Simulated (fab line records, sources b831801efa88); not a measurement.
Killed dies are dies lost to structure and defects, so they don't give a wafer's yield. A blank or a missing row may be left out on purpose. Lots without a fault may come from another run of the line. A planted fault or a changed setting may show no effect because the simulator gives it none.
Which tool did it? | flow sfq_line | 14 lots, 42 wafers sampled, at 4 steps of a route of 325

WHAT THE GAUGES READ, wafer by wafer
The record holds no reading of a measuring or inspecting step that can be judged against a usual standard deviation.

WHICH TOOL RAN EACH LOT (tool, then ch and the chambers of the sampled wafers, then the start)
lot  | SFQ_TRILAYER_L0_VIA_STRIP_STRIP_017 | SFQ_TRILAYER_I4_VIA_BARC_OPEN_VIA_ETCH_146 | SFQ_TRILAYER_JJ_TRILAYER_DEP_SPUTTER_110 | SFQ_TRILAYER_M5_ETCH_METAL_ETCH_126
L500 | rie_metal-04 ch 0,1, day 5 10:32    | rie_diel-01 ch 0,1, day 36 23:49           | pvd_sputter-03, day 37 00:50             | rie_metal-01 ch 0,1, day 47 08:07
L501 | rie_metal-01 ch 0, day 5 16:32      | rie_diel-03 ch 0,1,3, day 37 11:21         | pvd_sputter-03, day 37 12:23             | rie_metal-04 ch 0,1, day 48 03:19
L502 | rie_metal-01 ch 0,1, day 5 21:20    | rie_diel-03 ch 0,1,2, day 37 19:45         | pvd_sputter-06, day 37 20:47             | rie_metal-01 ch 0,1, day 48 17:43
L503 | rie_metal-03 ch 0,1, day 6 03:22    | rie_diel-04 ch 1,2,3, day 38 02:57         | pvd_sputter-05, day 38 03:59             | rie_metal-03 ch 0,1, day 49 08:07
L504 | rie_metal-03 ch 0,1, day 6 08:20    | rie_diel-03 ch 2,3, day 38 08:57           | pvd_sputter-06, day 38 10:00             | rie_metal-03 ch 0,1, day 49 15:23
L505 | rie_metal-04 ch 0,1, day 6 10:38    | rie_diel-01 ch 0,1,2, day 38 13:45         | pvd_sputter-06, day 38 14:48             | rie_metal-01 ch 0, day 49 20:07
L513 | rie_metal-04 ch 0,1, day 8 08:02    | rie_diel-04 ch 0,2, day 42 11:29           | pvd_sputter-06, day 42 12:31             | rie_metal-01 ch 0,1, day 54 11:31
L514 | rie_metal-03 ch 0,1, day 8 17:40    | rie_diel-03 ch 0,2,3, day 42 21:05         | pvd_sputter-06, day 42 22:44             | rie_metal-03 ch 0,1, day 54 12:50
L515 | rie_metal-04 ch 0,1, day 9 01:05    | rie_diel-03 ch 0,1, day 44 12:38           | pvd_sputter-03, day 44 13:40             | rie_metal-01 ch 0,1, day 54 14:07
L516 | rie_metal-03 ch 0,1, day 9 03:16    | rie_diel-03 ch 0,1, day 50 14:11           | pvd_sputter-06, day 50 15:13             | rie_metal-04 ch 1, day 57 00:53
L518 | rie_metal-01 ch 0,1, day 9 17:52    | rie_diel-03 ch 0,1,2, day 51 08:11         | pvd_sputter-03, day 51 09:14             | rie_metal-04 ch 0,1, day 57 20:11
L519 | rie_metal-03 ch 0,1, day 9 22:40    | rie_diel-01 ch 0,1,2, day 51 16:44         | pvd_sputter-06, day 51 18:20             | rie_metal-03 ch 0,1, day 58 17:48
L520 | rie_metal-03 ch 0,1, day 10 06:52   | rie_diel-03 ch 0,1,2, day 52 14:34         | pvd_sputter-03, day 52 15:35             | rie_metal-04 ch 0,1, day 58 18:56
L521 | rie_metal-01 ch 1, day 10 14:04     | rie_diel-01 ch 1,2,3, day 53 00:10         | pvd_sputter-06, day 53 01:58             | rie_metal-04 ch 0, day 58 22:05
- SFQ_TRILAYER_L0_VIA_STRIP_STRIP_017: strips in O2.
- SFQ_TRILAYER_I4_VIA_BARC_OPEN_VIA_ETCH_146: etches BARC in O2, target depth 125 nm, time 41.7 s.
- SFQ_TRILAYER_JJ_TRILAYER_DEP_SPUTTER_110: material Al, target thk 8 nm, time 10 s.
- SFQ_TRILAYER_M5_ETCH_METAL_ETCH_126: etches Nb in Cl2/BCl3, stops on SiO2, time 203.2 s, target depth 265 nm.

WHAT THE TOOLS THEMSELVES READ (means of the sampled wafers that have a number; where no wafer has one, the mark that the record gives instead)
SFQ_TRILAYER_L0_VIA_STRIP_STRIP_017. Usual: chamber_pressure_mTorr 50.00 mTorr, standard deviation 0.047; drypump_motor_current_A 5.67 A, standard deviation 0.29; he_backside_leak_sccm 3.48 sccm, standard deviation 0.23; oes_product_au 1.002 a.u., standard deviation 0.0079.
lot  | tool         | chamber_pressure_mTorr (mTorr) | drypump_motor_current_A (A) | he_backside_leak_sccm (sccm) | oes_product_au (a.u.) | flag
L500 | rie_metal-04 | 50.01                          | 5.97                        | 3.36                         | 1.006                 |
L501 | rie_metal-01 | 50.05                          | 5.91                        | 3.60                         | 1.005                 |
L502 | rie_metal-01 | 50.01                          | 5.62                        | 3.51                         | 0.992                 |
L503 | rie_metal-03 | 50.00                          | 5.36                        | 3.51                         | 1.004                 |
L504 | rie_metal-03 | 49.99                          | 5.36                        | 3.44                         | 1.010                 |
L505 | rie_metal-04 | 50.01                          | 5.96                        | 3.35                         | 1.004                 |
L513 | rie_metal-04 | 59.99                          | 5.95                        | 3.29                         | 1.002                 | OFF
L514 | rie_metal-03 | 49.97                          | 5.36                        | 3.54                         | 1.007                 |
L515 | rie_metal-04 | 60.01                          | 5.99                        | 3.35                         | 0.997                 | OFF
L516 | rie_metal-03 | 49.94                          | 5.36                        | 3.51                         | 1.004                 |
L518 | rie_metal-01 | 50.05                          | 5.63                        | 3.37                         | 0.997                 |
L519 | rie_metal-03 | 50.02                          | 5.44                        | 3.70                         | 1.002                 |
L520 | rie_metal-03 | 49.95                          | 5.35                        | 3.41                         | 1.008                 |
L521 | rie_metal-01 | 50.04                          | 5.47                        | 3.32                         | 0.988                 |

SFQ_TRILAYER_I4_VIA_BARC_OPEN_VIA_ETCH_146. Usual: bias_w 77.75 W, standard deviation 0.24; drypump_motor_current_A 5.67 A, standard deviation 0.24; oes_product_au 0.687 a.u., standard deviation 0.0046.
lot  | tool        | bias_w (W) | drypump_motor_current_A (A) | oes_product_au (a.u.) | flag
L500 | rie_diel-01 | 77.95      | 5.37                        | 0.689                 |
L501 | rie_diel-03 | 77.85      | 5.62                        | 0.685                 |
L502 | rie_diel-03 | 77.82      | 5.62                        | 0.688                 |
L503 | rie_diel-04 | 77.63      | 5.63                        | 0.688                 |
L504 | rie_diel-03 | 77.87      | 5.79                        | 0.686                 |
L505 | rie_diel-01 | 77.89      | 5.64                        | 0.692                 |
L513 | rie_diel-04 | 77.79      | 5.75                        | 0.691                 |
L514 | rie_diel-03 | 77.71      | 5.67                        | 0.684                 |
L515 | rie_diel-03 | 77.59      | 5.55                        | 0.687                 |
L516 | rie_diel-03 | 77.60      | 5.56                        | 0.683                 |
L518 | rie_diel-03 | 77.70      | 5.61                        | 0.692                 |
L519 | rie_diel-01 | 78.11      | 5.65                        | 0.684                 |
L520 | rie_diel-03 | 77.80      | 5.61                        | 0.688                 |
L521 | rie_diel-01 | 77.67      | 5.58                        | 0.691                 |

SFQ_TRILAYER_JJ_TRILAYER_DEP_SPUTTER_110. Usual: base_pressure_pa 1.32e-06 Pa, standard deviation 7.9e-08; throttle_valve_pct 30.5 %, standard deviation 0.97.
lot  | tool           | base_pressure_pa (Pa) | throttle_valve_pct (%) | flag
L500 | pvd_sputter-03 | 1.31e-06              | 30.8                   |
L501 | pvd_sputter-03 | 1.36e-06              | 30.8                   |
L502 | pvd_sputter-06 | 1.30e-06              | 30.7                   |
L503 | pvd_sputter-05 | 1.30e-06              | 30.5                   |
L504 | pvd_sputter-06 | 1.37e-06              | 30.9                   |
L505 | pvd_sputter-06 | 1.35e-06              | 30.2                   |
L513 | pvd_sputter-06 | 1.34e-06              | 29.5                   |
L514 | pvd_sputter-06 | 1.24e-06              | 30.8                   |
L515 | pvd_sputter-03 | 1.31e-06              | 30.7                   |
L516 | pvd_sputter-06 | 1.34e-06              | 30.8                   |
L518 | pvd_sputter-03 | 1.38e-06              | 30.4                   |
L519 | pvd_sputter-06 | 1.32e-06              | 30.7                   |
L520 | pvd_sputter-03 | 1.32e-06              | 30.8                   |
L521 | pvd_sputter-06 | 1.30e-06              | 29.9                   |

SFQ_TRILAYER_M5_ETCH_METAL_ETCH_126. Usual: bias_w 80.08 W, standard deviation 0.25; drypump_motor_current_A 5.66 A, standard deviation 0.3; he_backside_leak_sccm 3.36 sccm, standard deviation 0.13; oes_product_au 0.729 a.u., standard deviation 0.0056.
lot  | tool         | bias_w (W) | drypump_motor_current_A (A) | he_backside_leak_sccm (sccm) | oes_product_au (a.u.) | flag
L500 | rie_metal-01 | 80.03      | 5.62                        | 3.43                         | 0.728                 |
L501 | rie_metal-04 | 80.17      | 5.80                        | 3.36                         | 0.731                 |
L502 | rie_metal-01 | 80.12      | 5.61                        | 3.46                         | 0.734                 |
L503 | rie_metal-03 | 80.08      | 5.34                        | 3.34                         | 0.730                 |
L504 | rie_metal-03 | 79.95      | 5.36                        | 3.45                         | 0.725                 |
L505 | rie_metal-01 | 80.45      | 5.92                        | 3.60                         | 0.730                 |
L513 | rie_metal-01 | 79.93      | 5.62                        | 3.49                         | 0.726                 |
L514 | rie_metal-03 | 80.33      | 5.37                        | 3.17                         | 0.739                 |
L515 | rie_metal-01 | 80.17      | 5.75                        | 3.59                         | 0.720                 |
L516 | rie_metal-04 | 79.89      | 5.66                        | 3.27                         | 0.729                 |
L518 | rie_metal-04 | 80.22      | 5.81                        | 3.28                         | 0.731                 |
L519 | rie_metal-03 | 80.09      | 5.42                        | 3.26                         | 0.730                 |
L520 | rie_metal-04 | 80.01      | 5.81                        | 3.39                         | 0.726                 |
L521 | rie_metal-04 | 80.10      | 6.13                        | 3.42                         | 0.727                 |

THE ANSWER, worked out from the rows above alone
Rule: a lot is off if the mean of its wafers that have a number lies more than 3 standard deviations from the usual mean. A lot without any number at a reading at which 4 lots or more have one is off too. The other lots that the step has rows for count as sound. The gauges are gone through in route order, then the tools' own readings, and for those a lot's mean is taken as printed above. The first step at which some lot is off is used, and at that step the reading that is off furthest; a lot without a number counts as furthest.
Off: L513, L515, at SFQ_TRILAYER_L0_VIA_STRIP_STRIP_017 (chamber_pressure_mTorr).
A tool fits if, at that step or a process step before it, it ran every lot that is off, and no sound lot after the first of them. One fits: rie_metal-04 at SFQ_TRILAYER_L0_VIA_STRIP_STRIP_017. Its last sound lot is L505 (day 6 10:38), its first lot that is off L513 (day 8 08:02): a fault that began between those two fits.
The tool's own readings at SFQ_TRILAYER_L0_VIA_STRIP_STRIP_017 bear it out: on the lots that are off they differ by more than 5 times the standard deviation of the sound lots' means. chamber_pressure_mTorr reads 60.00 mTorr there against 50.00 mTorr on the sound lots.

WHAT THE SIMULATOR HAD PUT IN
Process parameter drift: rie_metal-04, from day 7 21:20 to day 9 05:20, at SFQ_TRILAYER_L0_VIA_STRIP_STRIP_017. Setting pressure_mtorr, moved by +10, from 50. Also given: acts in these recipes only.
Lots struck among those shown: L513, L515. The rule above found the same.
